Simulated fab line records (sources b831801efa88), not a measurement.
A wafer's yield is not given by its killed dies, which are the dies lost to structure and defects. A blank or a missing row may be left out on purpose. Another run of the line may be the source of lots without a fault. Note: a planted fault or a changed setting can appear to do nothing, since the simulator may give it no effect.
Matching of chambers    flow sky130    rie_diel-03 running SKY_POLY_GATE_ETCH_16: 4 sister chambers
The step etches Si3N4 in CH3F/O2, stops on poly-Si, time 147.5 s, target depth 75 nm. 14 wafers are shown with their chamber, then 6 later ones without.

## WAFERS WITH THEIR CHAMBER
wafer   chamber  drypump_motor_current_A (A)  run_length_s (s)  oes_product_au (a.u.)
L281.1  1        6.1                          176.0             0.644
L281.2  2        6.4                          175.9             0.643
L281.4  3        5.9                          175.2             0.643
L282.1  1        6.2                          175.8             0.646
L282.5  1        6.2                          176.1             0.637
L282.6  2        6.3                          175.6             0.643
L283.2  1        6.1                          176.1             0.641
L283.5  0        5.3                          176.4             0.634
L290.2  1        6.2                          176.0             0.635
L290.3  0        5.3                          176.5             0.630
L290.5  0        5.3                          176.7             0.642
L292.2  0        5.3                          176.2             0.634
L292.4  1        6.2                          175.7             0.642
L292.6  3        5.9                          175.2             0.638

SIGNATURES, as means of the wafers listed above
reading                  chamber 0  chamber 1  chamber 2  chamber 3  scatter within a chamber
drypump_motor_current_A  5.300      6.167      6.350      5.900      0.0428
run_length_s             176.450    175.950    175.750    175.200    0.176
oes_product_au           0.63500    0.64083    0.64300    0.64050    0.00419
Rule: distance of a wafer from a chamber = root of the sum over the readings of ((wafer's reading minus chamber's mean) / reading's scatter) squared. If the next closest chamber is less than 2 further off than the closest, the wafer can't be placed; otherwise it belongs to the closest. The scatter: the root of (the sum of the squares of (reading less its chamber's mean) over the shown wafers, divided by (wafers less chambers)).

## WAFERS WITH NO CHAMBER GIVEN
wafer   drypump_motor_current_A (A)  run_length_s (s)  oes_product_au (a.u.)
L293.2  5.3                          176.2             0.631
L293.3  6.1                          176.1             0.631
L293.5  5.9                          176.0             0.643
L294.1  5.3                          176.4             0.644
L294.3  6.4                          175.5             0.632
L294.4  6.2                          175.8             0.634

## WHICH CHAMBER EACH ONE RAN IN
wafer   from the rows above      in truth
L293.2  0                        0
L293.3  1                        1
L293.5  can't be placed: 3 or 1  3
L294.1  0                        0
L294.3  2                        2
L294.4  1                        1
5 of 6 placed correctly. From these rows, 1 cannot be placed; in 1 the true chamber is one of the candidates. Placed wrongly: 0.
